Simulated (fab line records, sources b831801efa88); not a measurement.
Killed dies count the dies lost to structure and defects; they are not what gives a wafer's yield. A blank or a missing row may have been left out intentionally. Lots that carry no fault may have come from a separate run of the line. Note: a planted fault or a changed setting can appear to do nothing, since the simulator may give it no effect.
Matching of chambers    flow gf180mcu    GF_STI_CVD_23 on hdpcvd-01: 3 sister chambers
The step deposits SiO2, target thk 650 nm, time 108.3 s. 6 wafers are shown with their chamber, then 7 later ones without.

EACH WAFER AND ITS CHAMBER
wafer   chamber  sih4_flow_sccm (sccm)
L823.2  0        59.78
L823.4  1        60.00
L827.1  0        59.76
L827.2  1        60.03
L830.1  2        60.15
L830.4  2        59.92

WAFERS MISSING THEIR CHAMBER
wafer   sih4_flow_sccm (sccm)
L830.6  59.91
L835.1  60.17
L835.4  60.05
L835.6  60.23
L836.1  60.05
L836.2  59.87
L836.3  60.18

WHICH CHAMBER EACH WENT THROUGH
wafer   from the rows above           in truth
L830.6  can't be placed: 1 or 2 or 0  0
L835.1  can't be placed: 2 or 1       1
L835.4  can't be placed: 2 or 1       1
L835.6  can't be placed: 2 or 1       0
L836.1  can't be placed: 2 or 1       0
L836.2  can't be placed: 0 or 1 or 2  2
L836.3  can't be placed: 2 or 1       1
Placed correctly: 0 of 7. Cannot be placed on the basis of these rows: 7; the candidates contain the true chamber in 5. Wrongly placed: 0.
How it was worked out, from the rows above alone: a wafer's distance from a chamber is the root of the sum, over the readings, of the square of ((its reading less the chamber's mean) divided by the reading's scatter). The wafer belongs to the nearest chamber; if the next one is less than 2 further off, it can't be placed. For every chamber, the mean is computed from those of its wafers that are shown. The scatter: the root of (the sum of the squares of (reading less its chamber's mean) over the shown wafers, divided by (wafers less chambers)).
